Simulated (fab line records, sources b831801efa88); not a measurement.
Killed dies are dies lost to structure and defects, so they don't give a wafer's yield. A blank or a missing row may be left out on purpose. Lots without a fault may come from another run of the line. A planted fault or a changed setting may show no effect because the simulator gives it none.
Split-lot experiment | flow gf180mcu | 5 lots, 23 wafers read, on a route of 602 steps

THE SPLIT
At GF_HV_LDD_EXPOSE_04 (exposes mask Nplus LV AREA, target cd 400 nm), the setting dose_mj was moved away from the recipe's 140 on 8 of the 23 wafers read, by -5.4% to +2.9%. The other wafers ran this setting at the recipe's value.

FROM THE SPLIT TO THE READING: what the file shows between them, 1 step
- GF_HV_LDD_DEVELOP_06: develop time 60 s (also split here: dev_temp_c)

THE READING
cd_nm, in nm, at GF_HV_LDD_CD_MEAS_07 (target cd 400 nm). Fault-free wafers of this fab line usually give 399.3 nm, standard deviation 2.6 nm.

wafer  | tool, chamber at the split | dose_mj as run | against the recipe | cd_nm, nm | against lot-mates on the recipe
L076.1 | iline_stepper-02, 0        | 140            | recipe             | 399.5     | -
L076.5 | iline_stepper-02, 0        | 140            | recipe             | 397.4     | -
L076.6 | iline_stepper-02, 0        | 140            | recipe             | 397.7     | -
L078.1 | iline_stepper-01, 0        | 140            | recipe             | 394.8     | -
L078.2 | iline_stepper-01, 0        | 144.1          | +2.9%              | 397.2     | +4.3
L078.4 | iline_stepper-01, 0        | 144.1          | +2.9%              | 398.5     | +5.6
L078.5 | iline_stepper-01, 0        | 140            | recipe             | 394.8     | -
L078.6 | iline_stepper-01, 0        | 140            | recipe             | 389.1     | -
L082.1 | iline_stepper-01, 0        | 140            | recipe             | 400.0     | -
L082.2 | iline_stepper-01, 0        | 140            | recipe             | 404.6     | -
L082.3 | iline_stepper-01, 0        | 140            | recipe             | 400.5     | -
L082.4 | iline_stepper-01, 0        | 140            | recipe             | 403.1     | -
L082.5 | iline_stepper-01, 0        | 140            | recipe             | 404.3     | -
L083.2 | iline_stepper-02, 0        | 140            | recipe             | 398.5     | -
L083.3 | iline_stepper-02, 0        | 143.1          | +2.2%              | 407.0     | +9.2
L083.4 | iline_stepper-02, 0        | 143.1          | +2.2%              | 405.7     | +7.9
L083.5 | iline_stepper-02, 0        | 140            | recipe             | 397.0     | -
L083.6 | iline_stepper-02, 0        | 143.1          | +2.2%              | 404.8     | +7.1
L084.2 | iline_stepper-01, 0        | 132.4          | -5.4%              | 384.5     | -28.7
L084.3 | iline_stepper-01, 0        | 140            | recipe             | 412.0     | -
L084.4 | iline_stepper-01, 0        | 132.4          | -5.4%              | 397.7     | -15.5
L084.5 | iline_stepper-01, 0        | 140            | recipe             | 414.4     | -
L084.6 | iline_stepper-01, 0        | 132.4          | -5.4%              | 385.1     | -28.1

THE FIT
A straight line over all 23 wafers: cd_nm changes by +1.69 nm for each +1% of dose_mj; r = +0.54; the points scatter about the line by 6.3 nm.
The same after taking each lot's own level away (the mean of its wafers on the recipe; 23 wafers): +3.92 nm for each +1%; r = +0.94; scatter 3.4 nm.
On that fit, the largest move of dose_mj shifts the reading by 21 nm.
The lots' own levels span 392.90 to 413.20 nm, that is 7.8 times the standard deviation above.
So the lot-to-lot level blurs the effect unless lot-mates are compared.
Check: with one of the wafers moved furthest among these (-5.4%) left out of the fit, the line predicts -19.9 nm for it against its lot-mates. It came out at -28.7 nm against them.

OTHER SPLITS ON THESE WAFERS
These wafers also went through other splits before the reading. Each is held against what the fit with the lots' levels taken away leaves over:
other split on the same wafers  | wafers away from the commonest value | r with cd_nm (lot level and that fit taken away)
GF_VT_IMPLANT_COAT_35 spin_rpm  | 4                                    | -0.26
GF_DUAL_GATE_SOFTBAKE_07 temp_c | 12                                   | +0.06
GF_HV_LDD_DEVELOP_06 dev_temp_c | 9                                    | -0.58

THE FILE'S OWN FIT
cd_nm changes by +3.8 nm for each +1% of dose_mj, r = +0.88.
